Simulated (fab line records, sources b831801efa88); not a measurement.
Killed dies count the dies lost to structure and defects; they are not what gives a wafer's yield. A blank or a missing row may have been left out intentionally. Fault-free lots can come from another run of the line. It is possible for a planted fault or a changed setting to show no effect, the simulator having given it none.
Which of the tools did it? || flow sky130 || 7 lots, 21 wafers sampled, at 2 steps of a route of 708

== WHAT THE GAUGES SHOWED, per wafer ==
SKY_GATE_OXIDE_THK_MEAS_02.
{"lot": "L389", "measured": "day 13 01:26", "on": "film_metro-04", "GATE_OXIDE_OXIDATION_00_THK (nm)": "10.47 10.45 10.52"}
{"lot": "L392", "measured": "day 14 02:06", "on": "film_metro-01", "GATE_OXIDE_OXIDATION_00_THK (nm)": "10.19 10.11 10.17"}
{"lot": "L394", "measured": "day 14 16:16", "on": "film_metro-01", "GATE_OXIDE_OXIDATION_00_THK (nm)": "10.19 10.24 10.38"}
{"lot": "L396", "measured": "day 15 11:47", "on": "film_metro-02", "GATE_OXIDE_OXIDATION_00_THK (nm)": "10.16 10.22 10.44"}
{"lot": "L404", "measured": "day 18 12:55", "on": "film_metro-01", "GATE_OXIDE_OXIDATION_00_THK (nm)": "13.38 13.33 13.15"}
{"lot": "L406", "measured": "day 18 18:20", "on": "film_metro-04", "GATE_OXIDE_OXIDATION_00_THK (nm)": "10.35 10.52 10.37"}
{"lot": "L409", "measured": "day 19 23:54", "on": "film_metro-02", "GATE_OXIDE_OXIDATION_00_THK (nm)": "10.13 10.05 10.08"}

== WHICH TOOL RAN EACH LOT (tool, then ch and the chambers of the sampled wafers, then the start) ==
{"lot": "L389", "SKY_GATE_OXIDE_OXIDATION_01": "furnace-01 ch 0, day 13 00:02"}
{"lot": "L392", "SKY_GATE_OXIDE_OXIDATION_01": "furnace-01 ch 0, day 14 00:40"}
{"lot": "L394", "SKY_GATE_OXIDE_OXIDATION_01": "furnace-01 ch 0, day 14 14:50"}
{"lot": "L396", "SKY_GATE_OXIDE_OXIDATION_01": "furnace-01 ch 0, day 15 10:22"}
{"lot": "L404", "SKY_GATE_OXIDE_OXIDATION_01": "furnace-02 ch 0, day 18 11:31"}
{"lot": "L406", "SKY_GATE_OXIDE_OXIDATION_01": "furnace-01 ch 0, day 18 16:54"}
{"lot": "L409", "SKY_GATE_OXIDE_OXIDATION_01": "furnace-01 ch 0, day 19 22:28"}
- SKY_GATE_OXIDE_OXIDATION_01: stabilise 600 s, purge 300 s, target thk 10.268 nm.

== THE ANSWER, worked out from the rows above alone ==
Rule: the usual values come from the lots themselves. The widest of any qualifying gaps counts: lots, ordered by their means at a reading, are off when they make up no more than a third of the lots, leave a main group of 4 or more, and stand apart from it by 3 or more times the standard deviation of that group's means. Not used: any main group whose means are identical at the precision the tables above print for the reading. A lot without any number at a reading at which 4 lots or more have one is off too. Any other lot the step has rows for is counted as sound.
Off: at SKY_GATE_OXIDE_THK_MEAS_02 (GATE_OXIDE_OXIDATION_00_THK), L404. For the main group the mean is 10.28 nm and the standard deviation 0.14.
If a tool, at a process step before that reading, ran all the lots that are off and no sound lot after the first of them, it fits. Those tools and the gauges at SKY_GATE_OXIDE_THK_MEAS_02 are tried in the same way. Can't be told from this: 2 tools fit, furnace-02 at SKY_GATE_OXIDE_OXIDATION_01, film_metro-01 at SKY_GATE_OXIDE_THK_MEAS_02.

== WHAT HAD BEEN PUT IN BY THE SIMULATOR ==
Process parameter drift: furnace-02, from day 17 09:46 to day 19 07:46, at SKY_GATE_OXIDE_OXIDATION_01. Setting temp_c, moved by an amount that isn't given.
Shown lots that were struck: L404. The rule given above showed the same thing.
